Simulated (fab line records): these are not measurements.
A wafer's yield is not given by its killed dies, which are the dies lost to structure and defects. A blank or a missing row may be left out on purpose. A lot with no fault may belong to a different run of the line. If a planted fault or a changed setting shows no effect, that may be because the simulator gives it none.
One fault through the eyes of 2 desks | flow sky130 | numbers are kept per desk, each desk with only its own; the story behind them comes last

== AT THE TOOL OWNER'S DESK: implanter-01 ==
SKY_LDD_P_IMPLANT_09, tool's own readings: per-lot mean of the sampled wafers with a number, covering each lot this tool ran. Any lot whose mean is over 4 standard deviations away from the usual mean is out of limits and marked OUT; that distance is given in the brackets.
Columns: A = faraday_current_uA at SKY_LDD_P_IMPLANT_09, usual 56.4
lot  | first seen here | A
L119 | day 19 11:28    | 57.0
L122 | day 20 02:16    | 56.6
L124 | day 21 01:49    | 56.0
L128 | day 22 11:10    | 56.8
L129 | day 23 06:45    | 56.4
L130 | day 23 20:53    | 57.0
L135 | day 25 04:28    | 56.9
Result from this desk: across the 7 lots, nothing is out of limits.

== METROLOGY DESK ==
Lot by lot, what the gauges showed, no matter which tool ran the lot: averages of those sampled wafers that carry a number. Any lot whose mean is over 4 standard deviations away from the usual mean is out of limits and marked OUT; that distance is given in the brackets.
Columns: A = cd_nm at SKY_POLY_GATE_CD_MEAS_22, usual 149.9 nm; B = LDD_P_TW at SKY_LDD_P_TW_MEAS_11, usual 636.3; C = LDD_HVP_OVL at SKY_LDD_HVP_OVL_MEAS_07, usual 0.4 nm; D = LDD_HVP_TW at SKY_LDD_HVP_TW_MEAS_10, usual 455.2
lot  | first seen here | A     | B                | C    | D
L119 | day 16 22:16    | 147.9 | 631.0            | 0.4  | 452.6
L120 | day 17 00:56    | 153.1 | 637.0            | -0.2 | 453.7
L122 | day 17 12:22    | 151.0 | 635.8            | -1.3 | 456.2
L124 | day 18 11:26    | 149.4 | 636.9            | -1.3 | 457.7
L126 | day 19 03:47    | 151.4 | 636.1            | -0.4 | 452.0
L128 | day 19 19:57    | 148.7 | 635.8            | 0.7  | 457.5
L129 | day 20 16:17    | 149.4 | 635.1            | 1.2  | 450.3
L130 | day 21 07:26    | 148.9 | 632.9            | 0.4  | 452.3
L131 | day 21 13:27    | 149.3 | 635.2            | 0.6  | 456.5
L135 | day 22 16:04    | 150.6 | 613.2 (-8.0) OUT | 1.0  | 459.4
L139 | day 23 14:46    | 150.5 | 635.6            | 0.2  | 455.3
L141 | day 24 05:25    | 147.5 | 635.5            | 0.6  | 456.6
L142 | day 24 15:49    | 148.1 | 639.3            | 2.2  | 458.6
This desk's finding: out of limits on L135; first on L135, day 25 04:43 (LDD_P_TW at SKY_LDD_P_TW_MEAS_11). L119, L120, L122, L124, L126, L128, L129, L130, L131, L139, L141, L142: within limits.

== BROUGHT TOGETHER ==
An alarm was possible from the metrology desk at day 25 04:43, on L135.
The desk of the tool owner found nothing out of limits.
On record at the tool owner's desk: L135, within its limits.
SKY_LDD_P_IMPLANT_09 was run on implanter-01 by each of the lots named.

== WHAT THE SIMULATOR HAD PUT IN ==
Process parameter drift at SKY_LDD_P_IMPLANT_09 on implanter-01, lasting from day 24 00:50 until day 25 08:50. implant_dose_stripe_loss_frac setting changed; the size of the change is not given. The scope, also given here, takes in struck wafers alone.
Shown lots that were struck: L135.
Hours from the fault's start to each desk's first reading out of limits: the metrology desk, 28.
